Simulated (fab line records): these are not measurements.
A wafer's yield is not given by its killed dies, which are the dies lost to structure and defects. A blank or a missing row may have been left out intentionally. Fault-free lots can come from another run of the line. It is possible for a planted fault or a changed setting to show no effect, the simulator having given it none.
A lot that was struck, set against a sound lot    flow sky130    15 out of 708 route steps
Sound: the wafers L552.1, L552.3, L552.5. The struck wafers were L545.1, L545.2, L545.5. Last of all comes the cause.
Each step with rows lists, per side, the tool, then ch with its chambers, then its first start. Under that, the readings that differ: sound wafers    struck wafers    difference of the means    sigmas: that difference in standard deviations of wafers without a fault.
alike: a reading whose means differ by less than 2 such deviations, as well as words and numbers matching on both sides. not compared: withheld readings; readings where some wafer has no value; bounds like >300 that might hide an equal value; numbers whose values overlap and for which the record gives no deviation.
Wherever a step has rows on one side only, a row that says differs or no value, or a row with sigmas, the two part there. When numbers do not overlap yet have no deviation, they are printed without sigmas and do not part them. Lack of a reading on every wafer of one side parts them only where that side has two or more wafers.

first, 3 steps without rows for these wafers: SKY_VIA2_CLEAN_18 (cleans in IPA, time 180 s); SKY_VIA2_CLEAN_19 (cleans in O3/DIW); SKY_VIA2_SPUTTER_20 (material TiN, target thk 20 nm, time 80 s).
SKY_VIA2_CVD_21: deposits W, target thk 420 nm, time 126.4 s.
  sound on cvdW-02 ch 0,1, day 43 09:01; struck on cvdW-02 ch 0,1, day 41 02:28
  alike: chamberPressureTorr, heaterPowerOuterW, heaterPowerW, susceptorTempC
SKY_VIA2_RS_MEAS_22: a four-point-probe measurement.
  sound on filmMetro-02 at day 43 09:09; struck on filmMetro-01 at day 41 02:36
  alike: VIA2_W_RS
SKY_VIA2_THK_MEAS_23: measures by xrf.
  sound on filmMetro-02 at day 43 09:16; struck on filmMetro-01 at day 41 02:43
  alike: VIA2_W_THK
then, 1 step without rows for these wafers: SKY_VIA2_CMP_24 (polishes, stops on SiO2, t overpolish 20 s, target thk 0 nm).
SKY_METAL3_SPUTTER_00: material Ti, target thk 15 nm, time 10 s.
  sound on pvdSputter-04 at day 43 09:38; struck on pvdSputter-03 at day 41 03:05
  alike: throttleValvePct
SKY_METAL3_SPUTTER_01: material TiN, target thk 20 nm, time 16.7 s.
  sound on pvdSputter-04 at day 43 09:40; struck on pvdSputter-03 at day 41 03:07
  alike: throttleValvePct
SKY_METAL3_SPUTTER_02: material AlCu, target thk 735 nm, time 39.1 s.
  sound on pvdSputter-04 at day 43 09:41; struck on pvdSputter-03 at day 41 03:08
  alike: throttleValvePct
SKY_METAL3_SPUTTER_03: material Ti, target thk 5 nm, time 3.3 s.
  sound on pvdSputter-04 at day 43 09:43; struck on pvdSputter-03 at day 41 03:10
  alike: throttleValvePct
then, 1 step without rows for these wafers: SKY_METAL3_SPUTTER_04 (material TiN, target thk 70 nm, time 58.3 s).
SKY_CAPM_CVD_00: deposits SiO2, target thk 15.5 nm.
  sound on pecvd-02 ch 0,2, day 43 09:47; struck on pecvd-03 ch 0,2, day 41 03:14
  no value came back on the struck wafers for heaterPowerOuterW (W), heaterPowerW (W), susceptorTempC (C); on the sound wafers heaterPowerOuterW (W) reads 365 512 366
then, 1 step without rows for these wafers: SKY_CAPM_SPUTTER_02 (material TiN, target thk 200 nm, time 166.7 s).
-- the record jumps here: 8 days lie between the struck wafers' starts before and after (it left off in module CAPM and takes up again in module PAD_OPEN, whose first step shown is number 708 of the route) --
SKY_PAD_OPEN_PROBE_99:
  sound on prober-02 at day 51 04:19; struck on prober-01 at day 49 12:11
reading                  sound           struck          difference  sigmas
defectLimitedYield (%)   82.7 79.7 81.3  0 0 0           -81         -45
killedAtOther            0 0 0           408 411 392     +404        +99 or more
killedDies               85 100 92       492 492 492     +400        +44
killedOnRim              15 17 15        96 96 96        +80         +22
sort_bin_5_function (%)  10.0 12.4 10.8  91.9 92.5 93.5  +81.6       +51
sortNPass                407 392 400     0 0 0           -400        -44
sortYieldPct (%)         82.7 79.7 81.3  0 0 0           -81         -45
  alike: killed_at_M0_to_M3, killed_at_M4_up, killedAtContacts, killedAtFrontEnd, killedOpen, killedShort, sort_bin_3_pad_short, sort_bin_6_memory

== WHERE THEY PART ==
Last at SKY_PAD_OPEN_PROBE_99 as far as this record goes, first at SKY_CAPM_CVD_00.

WHY: what the simulator had put in
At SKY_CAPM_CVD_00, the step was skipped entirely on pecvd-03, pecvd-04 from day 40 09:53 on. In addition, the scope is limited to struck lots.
